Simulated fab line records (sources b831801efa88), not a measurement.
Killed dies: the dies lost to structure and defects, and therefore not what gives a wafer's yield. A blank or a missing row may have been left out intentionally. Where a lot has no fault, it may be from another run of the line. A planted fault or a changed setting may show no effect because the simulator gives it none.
2 desks, one fault    flow sky130    only its own numbers are on each desk; what lay behind them is given at the end

THE METROLOGY DESK
Means of the sampled wafers that have a number, per lot and without regard to the tool the lot ran on: this is what the gauges read. A lot is out of limits, marked OUT, if its mean lies more than 4 standard deviations from the usual mean; the brackets give that distance.
Columns: A = LDD_P_TW at SKY_LDD_P_TW_MEAS_11, usual 637; B = SD_N_OVL at SKY_SD_N_OVL_MEAS_08, usual -0.5 nm; C = RES_XHIGH_RS at SKY_SD_N_RS_MEAS_18, usual 333.5 ohm/sq
lot   first seen here  A              B     C
L667  day 20 22:44     639            0.9   335.3
L668  day 21 09:54     639            -0.0  334.9
L669  day 21 18:42     640            -0.5  334.6
L672  day 22 16:18     641            1.6   332.2
L673  day 23 03:32     640            1.9   331.3
L674  day 23 09:27     641            -0.8  335.9
L676  day 23 17:35     642            -1.3  332.5
L677  day 24 08:37     642            0.0   334.6
L678  day 24 12:58     634            0.2   334.1
L679  day 25 02:58     631            -2.3  334.4
L684  day 26 11:43     583 (-12) OUT  1.0   335.3
L686  day 27 10:13     573 (-14) OUT  -0.5  331.8
This desk finds L684, L686 out of limits, with the earliest case on L684 at day 26 11:43 (LDD_P_TW at SKY_LDD_P_TW_MEAS_11). L667, L668, L669, L672, L673, L674, L676, L677, L678, L679: within limits.

FOR THE TOOL OWNER'S DESK: implanter-02
The tool's own readings at SKY_LDD_P_IMPLANT_09, given as means over the sampled wafers that have a number, one for each lot that went through this tool. A lot is out of limits, marked OUT, if its mean lies more than 4 standard deviations from the usual mean; the brackets give that distance.
Columns: A = beam-energy-keV at SKY_LDD_P_IMPLANT_09, usual 25.001; B = dose-ions-cm2 at SKY_LDD_P_IMPLANT_09, usual 9.999e+12; C = faraday-current-uA at SKY_LDD_P_IMPLANT_09, usual 56.4
lot   first seen here  A       B                            C
L667  day 20 22:31     25.010  9.991e+12                    55.4
L668  day 21 09:40     24.995  1.001e+13                    57.3
L672  day 22 16:03     24.993  1.000e+13                    56.8
L676  day 23 17:20     25.009  1.000e+13                    56.7
L678  day 24 12:43     25.005  9.978e+12                    56.5
L679  day 25 02:43     25.002  1.001e+13                    57.8
L684  day 26 11:29     25.002  7.579e+12 (-99 or more) OUT  42.5 (-13) OUT
L686  day 27 09:59     24.998  7.572e+12 (-99 or more) OUT  42.8 (-12) OUT
This desk's verdict: out of limits on L684, L686, starting with L684 at day 26 11:29 (dose-ions-cm2 at SKY_LDD_P_IMPLANT_09). L667, L668, L672, L676, L678, L679: within limits.

BROUGHT TOGETHER
At day 26 11:29, on L684, L686, the tool owner's desk was in a position to raise an alarm.
The metrology desk could have raised an alarm at day 26 11:43, on L684, L686.
All the named lots went through SKY_LDD_P_IMPLANT_09 on implanter-02.

WHAT THE SIMULATOR HAD INSERTED
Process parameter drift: implanter-02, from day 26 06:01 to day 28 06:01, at SKY_LDD_P_IMPLANT_09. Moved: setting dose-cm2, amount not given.
Lots struck among those shown: L684, L686.
Delay (hours) between the fault's onset and each desk's first out-of-limits reading: 5 at the tool owner's desk, 6 at the metrology desk.
